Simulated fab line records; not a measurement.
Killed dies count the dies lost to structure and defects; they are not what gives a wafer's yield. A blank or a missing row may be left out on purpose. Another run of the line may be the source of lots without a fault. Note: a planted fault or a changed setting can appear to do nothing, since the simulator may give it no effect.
Which of the tools did it? ; flow sky130 ; Sampling: 12 lots, 36 wafers, 5 of 708 route steps

== WHAT THE GAUGES READ, wafer by wafer ==
SKY_LI_CONTACT_RS_MEAS_22: uses a four-point probe to measure. Usual: LI_CONTACT_W_RS gives 0.2862 ohm/sq (standard deviation 0.0027).
lot;measured;on;LI_CONTACT_W_RS (ohm/sq);flag
L448;day 29 16:43;film-metro-03;0.2887 0.2826 0.2907;
L450;day 30 09:42;film-metro-04;0.2795 0.2791 0.2815;
L451;day 30 22:14;film-metro-03;0.2868 0.2883 0.2876;
L454;day 31 18:24;film-metro-03;0.2833 0.2847 0.2828;
L453;day 31 21:16;film-metro-03;0.2866 0.2874 0.2862;
L452;day 31 21:39;film-metro-04;0.2902 0.2875 0.2863;
L455;day 32 09:18;film-metro-03;0.2871 0.2884 0.2869;
L456;day 32 18:57;film-metro-04;0.2874 0.2870 0.2888;
L458;day 33 05:48;film-metro-04;0.2849 0.2884 0.2862;
L461;day 34 02:52;film-metro-03;0.3024 0.2993 0.2977;OFF
L467;day 35 15:48;film-metro-04;0.3035 0.2983 0.2967;OFF
L469;day 37 12:41;film-metro-03;0.2864 0.2860 0.2851;

SKY_LOCAL_INTERCONNECT_THK_MEAS_02: measures by xrf. Usual: LOCAL_INTERCONNECT_TIN_THK gives 100.9 nm (standard deviation 1.2).
lot;measured;on;LOCAL_INTERCONNECT_TIN_THK (nm);flag
L448;day 29 17:21;film-metro-03;101.3 101.7 100.9;
L450;day 30 10:22;film-metro-01;100.0 99.7 98.9;
L451;day 30 22:53;film-metro-03;102.0 101.7 102.3;
L454;day 31 19:04;film-metro-01;98.5 100.5 98.9;
L453;day 31 22:08;film-metro-01;101.6 101.2 101.5;
L452;day 31 22:40;film-metro-01;100.1 100.3 99.7;
L455;day 32 11:17;film-metro-03;102.6 102.3 100.1;
L456;day 32 19:36;film-metro-03;101.0 101.6 100.8;
L458;day 33 06:27;film-metro-01;100.3 100.4 99.8;
L461;day 34 03:31;film-metro-04;100.0 102.0 102.2;
L467;day 35 16:28;film-metro-04;101.5 100.0 101.1;
L469;day 37 13:20;film-metro-01;101.4 102.6 101.0;

== WHAT TOOL EACH LOT RAN ON (gives the tool, then ch and the chambers of the sampled wafers, and finally the start) ==
lot;SKY_LDD_HVN_STRIP_09;SKY_LI_CONTACT_STRIP_16;SKY_LI_CONTACT_CVD_21
L448;plasma-asher-01 ch 0,1, day 20 19:16;plasma-asher-04 ch 0,1, day 29 16:06;cvd-w-01 ch 0,1, day 29 16:35
L450;plasma-asher-01 ch 0,1, day 21 16:01;plasma-asher-04 ch 0,1, day 30 09:08;cvd-w-01 ch 1, day 30 09:34
L451;plasma-asher-04 ch 0,1, day 22 06:44;plasma-asher-01 ch 0,1, day 30 21:40;cvd-w-02 ch 0,1, day 30 22:06
L454;plasma-asher-03 ch 0,1, day 23 05:05;plasma-asher-01 ch 0,1, day 31 17:43;cvd-w-01 ch 1, day 31 18:09
L453;plasma-asher-03 ch 0,1, day 23 05:44;plasma-asher-02 ch 0,1, day 31 20:41;cvd-w-01 ch 0, day 31 21:07
L452;plasma-asher-01 ch 0,1, day 23 06:23;plasma-asher-02 ch 0,1, day 31 21:05;cvd-w-02 ch 0,1, day 31 21:32
L455;plasma-asher-03 ch 0,1, day 23 18:47;plasma-asher-01 ch 0,1, day 32 08:43;cvd-w-02 ch 0,1, day 32 09:09
L456;plasma-asher-04 ch 0,1, day 24 05:35;plasma-asher-02 ch 0,1, day 32 18:22;cvd-w-01 ch 0,1, day 32 18:48
L458;plasma-asher-04 ch 1, day 24 16:41;plasma-asher-01 ch 0, day 33 05:13;cvd-w-02 ch 0, day 33 05:39
L461;plasma-asher-03 ch 0,1, day 25 18:05;plasma-asher-01 ch 0,1, day 34 02:18;cvd-w-01 ch 0,1, day 34 02:44
L467;plasma-asher-01 ch 0,1, day 27 09:08;plasma-asher-01 ch 0,1, day 35 15:14;cvd-w-01 ch 0,1, day 35 15:40
L469;plasma-asher-01 ch 0,1, day 29 13:08;plasma-asher-04 ch 1, day 37 12:07;cvd-w-02 ch 1, day 37 12:32
- SKY_LDD_HVN_STRIP_09: strips in O2/N2.
- SKY_LI_CONTACT_STRIP_16: strips in O2/N2.
- SKY_LI_CONTACT_CVD_21: deposits W, target thk 400 nm, time 120.56 s.

== AS READ BY THE TOOLS THEMSELVES (means over the sampled wafers that have a number; for cases with no such wafer, the mark the record gives instead) ==
SKY_LDD_HVN_STRIP_09. Usual: drypump-motor-current-A 5.8 A, standard deviation 0.37; oes-product-au 0.409 a.u., standard deviation 0.0048; strip-time-to-endpoint-s 4.133 s, standard deviation 0.014.
lot;tool;drypump-motor-current-A (A);oes-product-au (a.u.);strip-time-to-endpoint-s (s);flag
L448;plasma-asher-01;6.1;0.408;4.150;
L450;plasma-asher-01;5.8;0.407;4.116;
L451;plasma-asher-04;5.7;0.405;4.132;
L454;plasma-asher-03;6.1;0.406;4.133;
L453;plasma-asher-03;5.8;0.409;4.124;
L452;plasma-asher-01;6.0;0.409;4.141;
L455;plasma-asher-03;6.1;0.410;4.159;
L456;plasma-asher-04;5.5;0.414;4.117;
L458;plasma-asher-04;5.3;0.406;4.148;
L461;plasma-asher-03;5.8;0.413;4.144;
L467;plasma-asher-01;6.0;0.412;4.124;
L469;plasma-asher-01;6.0;0.410;4.142;

SKY_LI_CONTACT_STRIP_16. Usual: drypump-motor-current-A 5.9 A, standard deviation 0.36; oes-product-au 0.375 a.u., standard deviation 0.0048; strip-time-to-endpoint-s 3.48 s, standard deviation 0.033.
lot;tool;drypump-motor-current-A (A);oes-product-au (a.u.);strip-time-to-endpoint-s (s);flag
L448;plasma-asher-04;5.7;0.376;3.46;
L450;plasma-asher-04;5.5;0.373;3.51;
L451;plasma-asher-01;5.8;0.373;3.44;
L454;plasma-asher-01;6.0;0.373;3.44;
L453;plasma-asher-02;6.2;0.378;3.44;
L452;plasma-asher-02;6.2;0.380;3.49;
L455;plasma-asher-01;5.8;0.371;3.46;
L456;plasma-asher-02;6.1;0.371;3.46;
L458;plasma-asher-01;5.5;0.373;3.51;
L461;plasma-asher-01;5.8;0.378;3.47;
L467;plasma-asher-01;6.0;0.376;3.49;
L469;plasma-asher-04;5.3;0.379;3.50;

SKY_LI_CONTACT_CVD_21. Usual: heater-power-w 851 W, standard deviation 87; susceptor-temp-C 399.97 C, standard deviation 0.24.
lot;tool;heater-power-w (W);susceptor-temp-C (C);flag
L448;cvd-w-01;836;399.68;
L450;cvd-w-01;714;399.77;
L451;cvd-w-02;892;399.80;
L454;cvd-w-01;719;399.95;
L453;cvd-w-01;885;399.93;
L452;cvd-w-02;915;399.80;
L455;cvd-w-02;874;399.73;
L456;cvd-w-01;842;399.86;
L458;cvd-w-02;828;400.20;
L461;cvd-w-01;772;397.12;OFF
L467;cvd-w-01;761;396.83;OFF
L469;cvd-w-02;952;400.13;

== THE ANSWER, worked out from the rows above alone ==
Rule: a lot counts as off when the mean over its wafers that have a number is more than 3 standard deviations away from the usual mean. A lot without any number at a reading at which 4 lots or more have one is off too. The other lots that the step has rows for count as sound. The gauges are gone through in route order, then the tools' own readings, and for those a lot's mean is taken as printed above. At the first step where some lot is off, the reading lying furthest off is the one used; lots without a number count as furthest.
Off: at SKY_LI_CONTACT_RS_MEAS_22 (LI_CONTACT_W_RS), L461, L467.
A tool fits if, at a process step before that reading, it ran every lot that is off, and no sound lot after the first of them. The gauges at SKY_LI_CONTACT_RS_MEAS_22 aren't tried: what is off there is off at SKY_LI_CONTACT_CVD_21 too, on other tools, and a gauge's error can't cause that. This does not decide it: 2 tools fit, namely plasma-asher-01 at SKY_LI_CONTACT_STRIP_16 and cvd-w-01 at SKY_LI_CONTACT_CVD_21.

== WHAT THE SIMULATOR HAD PUT IN ==
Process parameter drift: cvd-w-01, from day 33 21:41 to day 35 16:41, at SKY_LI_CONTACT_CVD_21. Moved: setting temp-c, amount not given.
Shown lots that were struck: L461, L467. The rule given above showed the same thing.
